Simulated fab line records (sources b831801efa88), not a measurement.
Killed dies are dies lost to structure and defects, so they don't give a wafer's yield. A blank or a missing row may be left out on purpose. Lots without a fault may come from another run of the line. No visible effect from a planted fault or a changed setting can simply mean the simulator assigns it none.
fab line records | flow sky130
record: lots: 24 wafers: 72 last_day: 50
route steps=708 shown METAL1@453 METAL2@483 VIA3@586 METAL4@602 PAD_OPEN@702
lots that met no fault: from a run of the same line without faults
start_h: hours from the record's first day to the start of the lot's first wafer shown | wait_h: hours elapsed since this lot's preceding step | " identical to the entry in the row above | L1.1+2: one row covering several wafers at once | - value missing, or start not given | * or withheld: withheld | < > ~ a bound
route shown NAME@n: NAME is a module with steps in the file, n the number in the route of the first one | usual: the fault-free wafers' mean and standard deviation | same: alike in all rows | chamber/n: place in a boat | sites: per-site readings | _std_site: their standard deviation | _edge_site: the outer-site mean with the inner-site mean subtracted | radius_mm: how far each site lies from the wafer's centre | mask NAME#n: copy n | behind: the most recent tool/chamber to have shaped the wafer | hold: cause of the lot's hold/its duration in hours/its outcome | device: transistor that didn't switch, given as n, p or np | end of line: at the end of the route, the tests of the same wafers | a step without rows: its recipe alone | killed: count of dies lost to structure and defects at first sort (not the wafer's yield) | map: per-die view of a wafer (x killed, . not killed, _ where there is no die)
set.NAME: setting as actually run; set.NAME@STEP: the setting as run at that earlier step | model.NAME: the simulator's own value behind a step, which no gauge read
one table for each step of the route and one row for each wafer, over a sample of lots
services: when a tool's chamber went out of use (start_h, in hours from the record's first day, below 0 if earlier), for how many hours, and the reason
== steps ==
step: SKY_METAL1_METAL_ETCH_19
recipe: target_depth_a: 3600 stop_on: SiO2 over_etch_frac: 0.3 time_s: 78 chemistry: Cl2/BCl3 resist_sidewall_deg: 88 pressure_mtorr: 10 icp_w: 900 bias_w: 48.5 Cl2_flow_sccm: 60 bcl3_flow_sccm: 30
usual: drypump_motor_current_A: 5.5/0.56 oes_product_au: 0.854/0.0055 throttle_valve_pct: 22.265/0.0094
columns lot.wafer tool chamber start_h wait_h drypump_motor_current_A oes_product_au rf_hours_counter_h throttle_valve_pct
L074.2 rie_metal-03 1 768.41 0.0 5.5 0.849 13 22.267
L074.3 " 1 " " 5.5 0.856 - 22.255
L074.6 " 0 " " 6.2 0.862 - 22.262
L075.1 rie_metal-02 1 773.06 0.0 5.4 0.856 11 22.263
L075.4 " 1 " " 5.4 0.860 - 22.254
L075.6 " 0 " " 5.3 0.848 - 22.273
L076.4 rie_metal-02 1 781.24 0.1 5.4 0.857 - 22.267
L076.5 " 1 " " 5.4 0.845 - 22.257
L076.6 " 0 " " 5.3 0.849 - 22.257
L077.1 rie_metal-01 0 786.86 0.0 6.4 0.849 11 22.253
L077.5 " 0 " " 6.4 0.855 - 22.280
L077.6 " 1 " " 4.9 0.847 - 22.260
L078.1 rie_metal-02 0 799.31 0.0 5.3 0.857 2 22.257
L078.4 " 1 " " 5.4 0.863 - 22.279
L078.6 " 0 " " 5.3 0.860 - 22.263
L080.2 rie_metal-03 0 812.88 0.1 6.2 0.851 - 22.271
L080.3 " 0 " " 6.2 0.854 - 22.257
L080.6 " 0 " " 6.2 0.851 - 22.244
L079.1 rie_metal-01 0 817.31 0.0 6.4 0.858 12 22.261
L079.2 " 1 " " 4.9 0.855 2 22.264
L079.4 " 0 " " 6.4 0.847 - 22.264
L081.1 rie_metal-01 0 827.61 0.0 6.4 0.846 13 22.279
L081.2 " 1 " " 4.9 0.859 3 22.259
L081.3 " 1 " " 4.9 0.852 - 22.277
L082.2 rie_metal-02 0 837.71 0.0 5.3 0.862 3 22.262
L082.3 " 0 " " 5.3 0.852 - 22.261
L082.5 " 1 " " 5.4 0.860 - 22.286
L083.1 rie_metal-01 0 847.11 0.0 6.4 0.848 13 22.252
L083.3 " 1 " " 4.9 0.856 - 22.264
L083.5 " 1 " " 4.9 0.858 - 22.275
L085.3 rie_metal-02 0 850.79 0.1 5.3 0.851 - 22.276
L085.4 " 1 " " 5.4 0.856 - 22.277
L085.6 " 0 " " 5.3 0.856 - 22.266
L084.1 rie_metal-01 0 851.11 0.0 6.4 0.850 14 22.275
L084.3 " 1 " " 4.9 0.852 - 22.270
L084.6 " 0 " " 6.4 0.867 - 22.279
L086.1 rie_metal-01 0 866.61 0.0 6.4 0.864 14 22.270
L086.4 " 0 " " 6.5 0.852 - 22.277
L086.6 " 1 " " 4.9 0.850 - 22.267
L087.3 rie_metal-02 0 875.84 0.1 5.3 0.847 - 22.246
L087.5 " 1 " " 5.4 0.840 - 22.256
L087.6 " 0 " " 5.3 0.848 - 22.271
L088.1 rie_metal-01 0 876.61 0.0 6.4 0.857 15 22.268
L088.5 " 1 " " 4.9 0.852 - 22.268
L088.6 " 0 " " 6.4 0.854 - 22.279
L089.1 rie_metal-01 1 884.71 0.0 4.9 0.856 5 22.270
L089.2 " 0 " " 6.4 0.862 15 22.273
L089.4 " 0 " " 6.4 0.852 - 22.251
L090.2 rie_metal-03 0 895.51 0.0 6.2 0.850 5 22.262
L090.3 " 0 " " 6.2 0.866 - 22.250
L090.5 " 1 " " 5.5 0.863 - 22.259
L091.2 rie_metal-02 1 896.31 0.0 5.4 0.850 17 22.261
L091.3 " 1 " " 5.4 0.852 - 22.280
L091.6 " 0 " " 5.3 0.865 - 22.271
L092.4 rie_metal-03 0 902.19 0.1 6.2 0.855 - 22.267
L092.5 " 0 " " 6.2 0.848 - 22.257
L092.6 " 1 " " 5.6 0.849 - 22.262
L093.3 rie_metal-03 0 913.64 0.1 6.2 0.857 - 22.259
L093.4 " 1 " " 5.6 0.858 - 22.271
L093.6 " 1 " " 5.6 0.847 - 22.273
L094.3 rie_metal-01 1 925.86 0.1 4.9 0.854 - 22.251
L094.4 " 1 " " 4.9 0.848 - 22.281
L094.5 " 1 " " 4.9 0.852 - 22.274
L095.3 rie_metal-02 1 928.89 0.1 5.4 0.853 - 22.263
L095.4 " 0 " " 5.3 0.854 - 22.272
L095.6 " 1 " " 5.4 0.860 - 22.254
L097.2 rie_metal-01 1 931.73 0.1 4.9 0.853 - 22.249
L097.3 " 1 " " 4.9 0.851 - 22.257
L097.5 " 1 " " 4.9 0.860 - 22.263
L096.2 rie_metal-03 1 934.46 0.0 5.5 0.853 4 22.258
L096.5 " 0 " " 6.2 0.855 - 22.250
L096.6 " 1 " " 5.5 0.865 - 22.248
step: SKY_METAL2_SPUTTER_00
recipe: material: Ti target_thk_nm: 15 power_w: 3000 time_s: 10 chamber_pressure_pa: 0.4
usual: throttle_valve_pct: 29.7/1
columns lot.wafer tool chamber start_h wait_h throttle_valve_pct
L074.2 pvd_sputter-01 - 797.72 0.1 29.2
L074.3 " - " " 28.7
L074.6 " - " " 28.7
L075.1 pvd_sputter-03 - 802.51 0.1 30.9
L075.4 " - " " 30.1
L075.6 " - " " 29.1
L076.4 pvd_sputter-01 - 810.88 0.1 29.3
L076.5 " - " " 29.5
L076.6 " - " " 28.6
L077.1 pvd_sputter-04 - 816.34 0.1 32.0
L077.5 " - " " 28.7
L077.6 " - " " 32.0
L078.1 pvd_sputter-03 - 829.14 0.2 29.9
L078.4 " - " " 30.6
L078.6 " - " " 28.9
L080.2 pvd_sputter-01 - 842.67 0.1 29.5
L080.3 " - " " 28.9
L080.6 " - " " 29.7
L079.1 pvd_sputter-01 - 846.77 0.2 29.1
L079.2 " - " " 30.5
L079.4 " - " " 28.7
L081.1 pvd_sputter-01 - 856.53 0.1 29.0
L081.2 " - " " 29.7
L081.3 " - " " 28.8
L082.2 pvd_sputter-03 - 866.48 0.2 29.0
L082.3 " - " " 30.1
L082.5 " - " " 28.8
L083.1 pvd_sputter-01 - 875.70 0.2 30.4
L083.3 " - " " 29.6
L083.5 " - " " 30.3
L085.3 pvd_sputter-04 - 879.13 0.1 30.1
L085.4 " - " " 28.5
L085.6 " - " " 32.1
L084.1 pvd_sputter-03 - 879.77 0.2 29.0
L084.3 " - " " 30.4
L084.6 " - " " 29.1
L086.1 pvd_sputter-01 - 895.47 0.1 28.9
L086.4 " - " " 29.8
L086.6 " - " " 30.6
L087.3 pvd_sputter-04 - 903.74 0.1 31.8
L087.5 " - " " 31.5
L087.6 " - " " 30.1
L088.1 pvd_sputter-01 - 905.18 0.2 30.3
L088.5 " - " " 28.8
L088.6 " - " " 29.1
L089.1 pvd_sputter-04 - 913.05 0.2 28.9
L089.2 " - " " 32.2
L089.4 " - " " 31.9
L090.2 pvd_sputter-03 - 923.41 0.2 28.5
L090.3 " - " " 30.4
L090.5 " - " " 29.4
L091.2 pvd_sputter-01 - 923.71 0.2 29.5
L091.3 " - " " 28.7
L091.6 " - " " 29.0
L092.4 pvd_sputter-01 - 930.18 0.1 29.1
L092.5 " - " " 29.2
L092.6 " - " " 28.6
L093.3 pvd_sputter-04 - 941.21 0.1 30.0
L093.4 " - " " 28.6
L093.6 " - " " 32.0
L094.3 pvd_sputter-01 - 953.59 0.2 28.7
L094.4 " - " " 30.5
L094.5 " - " " 30.2
L095.3 pvd_sputter-01 - 956.51 0.1 30.3
L095.4 " - " " 28.8
L095.6 " - " " 29.7
L097.2 pvd_sputter-01 - 958.83 0.1 29.9
L097.3 " - " " 29.1
L097.5 " - " " 29.5
L096.2 pvd_sputter-03 - 962.01 0.1 30.3
L096.5 " - " " 30.2
L096.6 " - " " 28.8
step: SKY_METAL2_CD_MEAS_15
recipe: target_cd_nm: 140
usual: cd_nm: 139.6/1.3
columns lot.wafer tool chamber start_h wait_h cd_nm
L074.2 cd_sem-01 - 824.40 - 141.3
L074.3 " - " " 140.8
L074.6 " - " " 140.2
L075.1 cd_sem-02 - 828.61 - 140.0
L075.4 " - " " 138.3
L075.6 " - " " 139.5
L076.4 cd_sem-01 - 837.17 - 140.2
L076.5 " - " " 141.9
L076.6 " - " " 139.8
L077.1 cd_sem-02 - 842.48 - 140.0
L077.5 " - " " 139.8
L077.6 " - " " 138.8
L078.1 cd_sem-02 - 855.01 - 138.1
L078.4 " - " " 138.4
L078.6 " - " " 138.5
L080.2 cd_sem-01 - 869.20 - 139.5
L080.3 " - " " 141.2
L080.6 " - " " 141.0
L079.1 cd_sem-02 - 873.31 - 139.5
L079.2 " - " " 139.3
L079.4 " - " " 139.9
L081.1 cd_sem-02 - 882.03 - 140.0
L081.2 " - " " 141.8
L081.3 " - " " 141.4
L082.2 cd_sem-02 - 892.65 - 139.5
L082.3 " - " " 138.9
L082.5 " - " " 138.3
L083.1 cd_sem-01 - 901.21 - 138.6
L083.3 " - " " 138.1
L083.5 " - " " 138.7
L085.3 cd_sem-02 - 905.35 - 141.7
L085.4 " - " " 139.1
L085.6 " - " " 139.8
L084.1 cd_sem-01 - 905.63 - 138.5
L084.3 " - " " 138.7
L084.6 " - " " 137.7
L086.1 cd_sem-01 - 920.96 - 139.4
L086.4 " - " " 138.0
L086.6 " - " " 139.3
L087.3 cd_sem-01 - 929.10 - 138.2
L087.5 " - " " 138.0
L087.6 " - " " 139.9
L088.1 cd_sem-02 - 930.61 - 142.1
L088.5 " - " " 142.8
L088.6 " - " " 142.0
L089.1 cd_sem-02 - 938.08 - 140.1
L089.2 " - " " 140.1
L089.4 " - " " 139.9
L090.2 cd_sem-02 - 947.98 - 138.7
L090.3 " - " " 137.3
L090.5 " - " " 139.6
L091.2 cd_sem-02 - 948.53 - 137.6
L091.3 " - " " 137.3
L091.6 " - " " 137.7
L092.4 cd_sem-01 - 955.37 - 136.6
L092.5 " - " " 137.6
L092.6 " - " " 137.4
L093.3 cd_sem-01 - 965.95 - 142.0
L093.4 " - " " 141.7
L093.6 " - " " 141.8
L094.3 cd_sem-01 - 977.42 - 140.6
L094.4 " - " " 141.0
L094.5 " - " " 139.5
L095.3 cd_sem-01 - 980.60 - 141.5
L095.4 " - " " 141.3
L095.6 " - " " 142.0
L097.2 cd_sem-01 - 982.85 - 140.1
L097.3 " - " " 140.4
L097.5 " - " " 140.3
L096.2 cd_sem-01 - 985.73 - 140.1
L096.5 " - " " 141.0
L096.6 " - " " 140.4
step: SKY_VIA3_OVL_MEAS_13
usual: VIA3_OVL: 4/5.6
columns lot.wafer tool chamber start_h wait_h VIA3_OVL[nm]
L074.2 overlay-02 - 933.21 0.1 5
L074.3 " - " " 4
L074.6 " - " " 5
L075.1 overlay-01 - 936.28 0.1 8
L075.4 " - " " 11
L075.6 " - " " 7
L076.4 overlay-01 - 944.82 0.1 7
L076.5 " - " " 9
L076.6 " - " " 12
L077.1 overlay-01 - 950.15 0.1 7
L077.5 " - " " 10
L077.6 " - " " 19
L078.1 overlay-01 - 961.93 0.1 2
L078.4 " - " " 3
L078.6 " - " " 2
L080.2 overlay-02 - 974.24 0.1 2
L080.3 " - " " 4
L080.6 " - " " 6
L079.1 overlay-02 - 978.50 0.1 10
L079.2 " - " " 7
L079.4 " - " " 5
L081.1 overlay-02 - 986.83 0.1 1
L081.2 " - " " 1
L081.3 " - " " 0
L082.2 overlay-02 - 995.79 0.1 0
L082.3 " - " " 10
L082.5 " - " " 3
L083.1 overlay-01 - 1004.78 0.1 3
L083.3 " - " " 4
L083.5 " - " " 11
L085.3 overlay-02 - 1007.39 0.1 1
L085.4 " - " " 1
L085.6 " - " " 4
L084.1 overlay-01 - 1008.85 0.1 3
L084.3 " - " " 1
L084.6 " - " " 13
L086.1 overlay-01 - 1022.58 0.1 -5
L086.4 " - " " -5
L086.6 " - " " -7
L087.3 overlay-02 - 1029.94 0.1 6
L087.5 " - " " -1
L087.6 " - " " 2
L088.1 overlay-02 - 1031.83 0.1 -3
L088.5 " - " " -1
L088.6 " - " " 1
L089.1 overlay-02 - 1039.18 0.1 -2
L089.2 " - " " -6
L089.4 " - " " -1
L090.2 overlay-01 - 1046.54 0.1 10
L090.3 " - " " 3
L090.5 " - " " 6
L091.2 overlay-01 - 1046.88 0.1 17
L091.3 " - " " 9
L091.6 " - " " 17
L092.4 overlay-02 - 1053.37 0.1 6
L092.5 " - " " 11
L092.6 " - " " 1
L093.3 overlay-01 - 1061.99 0.1 -1
L093.4 " - " " 6
L093.6 " - " " -3
L094.3 overlay-01 - 1073.82 0.1 2
L094.4 " - " " 6
L094.5 " - " " 4
L095.3 overlay-01 - 1076.99 0.1 5
L095.4 " - " " 2
L095.6 " - " " -4
L097.2 overlay-01 - 1078.66 0.1 12
L097.3 " - " " 14
L097.5 " - " " 6
L096.2 overlay-01 - 1080.98 0.1 9
L096.5 " - " " -1
L096.6 " - " " 7
step: SKY_METAL4_SPUTTER_04
recipe: material: TiN target_thk_nm: 70 power_w: 6500 time_s: 58.3 chamber_pressure_pa: 0.4
usual: throttle_valve_pct: 30.0/0.95
columns lot.wafer tool chamber start_h wait_h throttle_valve_pct
L074.2 pvd_sputter-04 - 934.71 0.0 28.7
L074.3 " - " " 32.0
L074.6 " - " " 32.0
L075.1 pvd_sputter-02 - 937.78 0.0 29.7
L075.4 " - " " 29.6
L075.6 " - " " 29.6
L076.4 pvd_sputter-02 - 946.31 0.0 30.4
L076.5 " - " " 29.8
L076.6 " - " " 29.7
L077.1 pvd_sputter-02 - 951.65 0.0 30.4
L077.5 " - " " 30.4
L077.6 " - " " 29.7
L078.1 pvd_sputter-02 - 963.50 0.0 30.4
L078.4 " - " " 29.9
L078.6 " - " " 29.6
L080.2 pvd_sputter-02 - 975.76 0.0 29.8
L080.3 " - " " 30.4
L080.6 " - " " 29.6
L079.1 pvd_sputter-03 - 980.04 0.0 30.7
L079.2 " - " " 28.8
L079.4 " - " " 30.2
L081.1 pvd_sputter-03 - 988.70 0.0 29.0
L081.2 " - " " 30.0
L081.3 " - " " 29.0
L082.2 pvd_sputter-02 - 997.33 0.0 30.3
L082.3 " - " " 29.6
L082.5 " - " " 30.4
L083.1 pvd_sputter-03 - 1006.28 0.0 28.9
L083.3 " - " " 29.9
L083.5 " - " " 29.0
L085.3 pvd_sputter-04 - 1008.89 0.0 32.3
L085.4 " - " " 28.6
L085.6 " - " " 32.2
L084.1 pvd_sputter-02 - 1010.35 0.0 30.3
L084.3 " - " " 29.6
L084.6 " - " " 29.8
L086.1 pvd_sputter-02 - 1024.08 0.0 29.6
L086.4 " - " " 29.7
L086.6 " - " " 29.6
L087.3 pvd_sputter-04 - 1031.62 0.0 32.0
L087.5 " - " " 32.0
L087.6 " - " " 28.6
L088.1 pvd_sputter-02 - 1033.37 0.0 29.6
L088.5 " - " " 29.7
L088.6 " - " " 29.6
L089.1 pvd_sputter-02 - 1040.91 0.0 29.6
L089.2 " - " " 29.7
L089.4 " - " " 30.4
L090.2 pvd_sputter-02 - 1048.52 0.0 29.9
L090.3 " - " " 30.6
L090.5 " - " " 30.2
L091.2 pvd_sputter-03 - 1048.87 0.0 28.9
L091.3 " - " " 30.2
L091.6 " - " " 29.1
L092.4 pvd_sputter-04 - 1055.73 0.0 31.9
L092.5 " - " " 31.9
L092.6 " - " " 28.5
L093.3 pvd_sputter-04 - 1063.48 0.0 30.2
L093.4 " - " " 32.3
L093.6 " - " " 28.3
L094.3 pvd_sputter-03 - 1075.30 0.0 28.8
L094.4 " - " " 28.9
L094.5 " - " " 30.4
L095.3 pvd_sputter-02 - 1078.64 0.0 30.3
L095.4 " - " " 29.7
L095.6 " - " " 30.0
L097.2 pvd_sputter-04 - 1080.28 0.0 32.3
L097.3 " - " " 30.0
L097.5 " - " " 30.4
L096.2 pvd_sputter-03 - 1082.49 0.0 29.8
L096.5 " - " " 29.0
L096.6 " - " " 30.0
step: SKY_PAD_OPEN_STRIP_08
recipe: chemistry: O2/N2 power_w: 1400 pressure_mtorr: 1500 platen_temp_c: withheld overash_fraction: 0.7 o2_flow_sccm: 3000 n2_flow_sccm: 300
usual: drypump_motor_current_A: 5.9/0.48 n2_flow_sccm: 300.1/0.88 oes_product_au: 0.663/0.0047 strip_time_to_endpoint_s: 37.04/0.1
columns lot.wafer tool chamber start_h wait_h drypump_motor_current_A n2_flow_sccm oes_product_au rf_hours_counter_h strip_time_to_endpoint_s
L074.2 plasma_asher-01 1 1077.41 0.1 5.8 299.9 0.666 99 36.95
L074.3 " 1 " " 5.8 300.2 0.666 - 36.80
L074.6 " 0 " " 6.7 300.0 0.659 - 36.91
L075.1 plasma_asher-04 1 1081.32 0.1 6.1 300.9 0.652 30 37.07
L075.4 " 0 " " 5.7 302.3 0.661 - 36.94
L075.6 " 1 " " 6.1 300.0 0.662 - 36.99
L076.4 plasma_asher-01 1 1086.40 0.1 5.8 298.4 0.659 - 37.01
L076.5 " 1 " " 5.8 298.6 0.665 - 37.02
L076.6 " 0 " " 6.7 299.9 0.664 - 37.14
L077.1 plasma_asher-01 1 1093.27 0.1 5.8 299.4 0.662 100 37.16
L077.5 " 1 " " 5.8 299.3 0.661 - 37.10
L077.6 " 0 " " 6.7 301.6 0.663 - 37.09
L078.1 plasma_asher-03 1 1102.81 0.1 5.3 299.7 0.658 76 37.05
L078.4 " 0 " " 5.6 299.7 0.662 - 37.18
L078.6 " 0 " " 5.6 300.2 0.667 - 37.19
L080.2 plasma_asher-03 1 1111.37 0.1 5.3 300.8 0.662 77 37.12
L080.3 " 0 " " 5.6 301.5 0.664 - 37.11
L080.6 " 0 " " 5.6 301.1 0.664 - 37.09
L079.1 plasma_asher-04 1 1115.82 0.1 6.1 300.7 0.663 33 36.92
L079.2 " 0 " " 5.7 300.6 0.672 33 37.03
L079.4 " 0 " " 5.7 299.2 0.653 - 36.88
L081.1 plasma_asher-01 0 1122.72 0.1 6.7 299.1 0.654 104 36.86
L081.2 " 1 " " 5.8 300.5 0.662 104 36.98
L081.3 " 1 " " 5.8 299.6 0.672 - 36.92
L082.2 plasma_asher-03 1 1128.32 0.1 5.3 300.9 0.667 78 37.18
L082.3 " 1 " " 5.3 298.2 0.662 - 37.29
L082.5 " 1 " " 5.3 299.1 0.670 - 37.23
L083.1 plasma_asher-01 0 1136.72 0.1 6.7 300.7 0.656 105 37.04
L083.3 " 0 " " 6.7 300.4 0.669 - 37.11
L083.5 " 0 " " 6.7 300.1 0.658 - 37.05
L085.3 plasma_asher-04 1 1140.85 0.1 6.1 299.1 0.666 - 37.16
L085.4 " 0 " " 5.7 301.1 0.655 - 37.21
L085.6 " 1 " " 6.1 299.2 0.665 - 37.18
L084.1 plasma_asher-03 0 1142.32 0.1 5.6 299.7 0.661 80 37.13
L084.3 " 0 " " 5.6 302.0 0.655 - 37.14
L084.6 " 1 " " 5.3 299.8 0.666 - 37.15
L086.1 plasma_asher-01 0 1152.96 0.1 6.8 301.2 0.659 106 36.98
L086.4 " 1 " " 5.8 301.9 0.664 - 37.09
L086.6 " 1 " " 5.8 300.8 0.660 - 37.14
L087.3 plasma_asher-03 1 1158.10 0.1 5.3 301.1 0.666 - 37.13
L087.5 " 0 " " 5.6 299.9 0.662 - 37.02
L087.6 " 1 " " 5.3 299.2 0.667 - 37.11
L088.1 plasma_asher-04 0 1161.31 0.1 5.7 299.9 0.653 38 37.02
L088.5 " 0 " " 5.7 299.4 0.666 - 36.94
L088.6 " 1 " " 6.1 299.9 0.665 - 36.94
L089.1 plasma_asher-03 0 1164.42 0.1 5.6 301.0 0.658 82 37.03
L089.2 " 1 " " 5.3 298.8 0.661 82 37.04
L089.4 " 1 " " 5.3 299.7 0.669 - 37.06
L090.2 plasma_asher-03 0 1170.61 0.1 5.6 300.0 0.659 83 37.01
L090.3 " 0 " " 5.6 298.1 0.662 - 37.08
L090.5 " 0 " " 5.6 299.2 0.668 - 37.03
L091.2 plasma_asher-04 1 1172.06 0.1 6.1 300.1 0.666 39 36.99
L091.3 " 0 " " 5.7 300.2 0.666 - 36.92
L091.6 " 0 " " 5.7 299.7 0.664 - 37.02
L092.4 plasma_asher-03 1 1177.30 0.1 5.3 300.8 0.675 - 37.06
L092.5 " 1 " " 5.3 300.1 0.663 - 37.07
L092.6 " 0 " " 5.6 300.6 0.662 - 37.11
L093.3 plasma_asher-04 0 1183.20 0.1 5.7 299.9 0.662 - 37.03
L093.4 " 1 " " 6.1 300.3 0.658 - 36.96
L093.6 " 0 " " 5.7 299.6 0.662 - 36.90
L094.3 plasma_asher-01 0 1193.45 0.1 6.8 300.0 0.657 - 37.00
L094.4 " 1 " " 5.8 298.6 0.661 - 37.04
L094.5 " 0 " " 6.8 299.4 0.659 - 37.01
L095.3 plasma_asher-03 1 1194.95 0.1 5.3 300.2 0.663 - 37.07
L095.4 " 0 " " 5.6 299.0 0.666 - 36.97
L095.6 " 1 " " 5.2 299.9 0.666 - 37.07
L097.2 plasma_asher-01 1 1195.97 0.1 5.8 301.0 0.658 110 37.08
L097.3 " 0 " " 6.7 300.8 0.674 - 37.03
L097.5 " 1 " " 5.8 300.7 0.661 - 37.09
L096.2 plasma_asher-01 0 1197.97 0.1 6.8 300.6 0.665 110 36.91
L096.5 " 0 " " 6.7 300.0 0.669 - 36.87
L096.6 " 1 " " 5.8 301.3 0.661 - 36.84
== services ==
columns tool chamber start_h hours kind
pvd_sputter-01 - 749.28 1.8 repair
pvd_sputter-04 - 803.40 4.0 repair
pvd_sputter-02 - 844.33 19.4 repair
pvd_sputter-04 - 845.46 28.6 repair
pvd_sputter-01 - 850.76 3.4 repair
pvd_sputter-04 - 851.05 4.3 repair
pvd_sputter-03 - 853.92 0.7 repair
pvd_sputter-02 - 854.44 0.8 repair
plasma_asher-03 - 854.49 0.5 repair
plasma_asher-01 - 881.74 2.8 pm
pvd_sputter-03 - 905.86 16.3 repair
pvd_sputter-03 - 923.71 4.6 repair
pvd_sputter-03 - 944.22 2.4 repair
pvd_sputter-04 - 945.47 49.1 repair
pvd_sputter-04 - 965.70 6.0 repair
rie_metal-01 - 975.43 2.8 pm
pvd_sputter-01 - 983.36 9.2 repair
pvd_sputter-03 - 1018.01 11.2 repair
pvd_sputter-01 - 1061.22 2.4 repair
pvd_sputter-02 - 1079.00 1.2 repair
pvd_sputter-04 - 1094.09 1.2 repair
pvd_sputter-03 - 1104.74 7.5 repair
pvd_sputter-04 - 1172.60 5.2 repair
pvd_sputter-01 - 1184.93 6.9 repair
== key ==
fault none
